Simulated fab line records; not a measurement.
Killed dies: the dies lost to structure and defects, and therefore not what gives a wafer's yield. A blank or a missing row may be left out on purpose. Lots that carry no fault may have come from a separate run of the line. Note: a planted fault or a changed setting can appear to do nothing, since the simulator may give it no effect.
Chamber matching | flow sky130 | SKY_SONOS_ONO_ETCH_15 on rie diel-01: 4 sister chambers
The step etches the open film in CHF3/O2, target depth 19.52 nm, time 7.8 s. 16 wafers are shown with their chamber, then 8 later ones without.

== WAFERS WITH THEIR CHAMBER ==
wafer  | chamber | drypump motor current A (A) | rf fwd power W (W) | throttle valve pct (%)
L076.1 | 1       | 6.4                         | 588                | 8.827
L076.4 | 2       | 4.7                         | 585                | 8.820
L076.6 | 0       | 5.7                         | 590                | 8.839
L082.4 | 3       | 6.2                         | 591                | 8.844
L082.5 | 1       | 6.3                         | 592                | 8.795
L082.6 | 2       | 4.7                         | 584                | 8.818
L084.1 | 1       | 6.3                         | 586                | 8.820
L084.2 | 3       | 6.2                         | 594                | 8.842
L084.6 | 1       | 6.4                         | 584                | 8.816
L087.3 | 2       | 4.7                         | 583                | 8.825
L087.5 | 2       | 4.7                         | 584                | 8.818
L087.6 | 1       | 6.4                         | 586                | 8.819
L088.1 | 3       | 6.2                         | 590                | 8.833
L088.3 | 1       | 6.3                         | 586                | 8.821
L088.4 | 2       | 4.7                         | 587                | 8.809
L092.1 | 0       | 5.7                         | 587                | 8.810

SIGNATURES (means of the wafers above)
reading                 | chamber 0 | chamber 1 | chamber 2 | chamber 3 | scatter within a chamber
drypump motor current A | 5.700     | 6.350     | 4.700     | 6.200     | 0.0354
rf fwd power W          | 588.50    | 587.00    | 584.60    | 591.67    | 2.24
throttle valve pct      | 8.82450   | 8.81633   | 8.81800   | 8.83967   | 0.0101
Rule: a wafer's distance from a chamber is the root of the sum, over the readings, of the square of ((its reading less the chamber's mean) divided by the reading's scatter). The wafer belongs to the nearest chamber; if the next one is less than 2 further off, it can't be placed. The scatter: take each reading less its chamber's mean, square it, sum over the shown wafers, divide by the number of wafers less the number of chambers, and take the root.

== WAFERS WITHOUT THEIR CHAMBER ==
wafer  | drypump motor current A (A) | rf fwd power W (W) | throttle valve pct (%)
L092.2 | 6.4                         | 587                | 8.820
L092.3 | 4.7                         | 586                | 8.831
L092.4 | 5.8                         | 587                | 8.820
L092.5 | 6.4                         | 585                | 8.822
L092.6 | 4.7                         | 585                | 8.829
L095.2 | 4.7                         | 586                | 8.832
L095.3 | 6.4                         | 585                | 8.828
L095.5 | 5.7                         | 590                | 8.837

== THE CHAMBER EACH PASSED THROUGH ==
wafer  | from the rows above | in truth
L092.2 | 1                   | 1
L092.3 | 2                   | 2
L092.4 | 0                   | 0
L092.5 | 1                   | 1
L092.6 | 2                   | 2
L095.2 | 2                   | 2
L095.3 | 1                   | 1
L095.5 | 0                   | 0
Placed correctly: 8 of 8. Number that these rows cannot place: 0. Wrongly placed: 0.
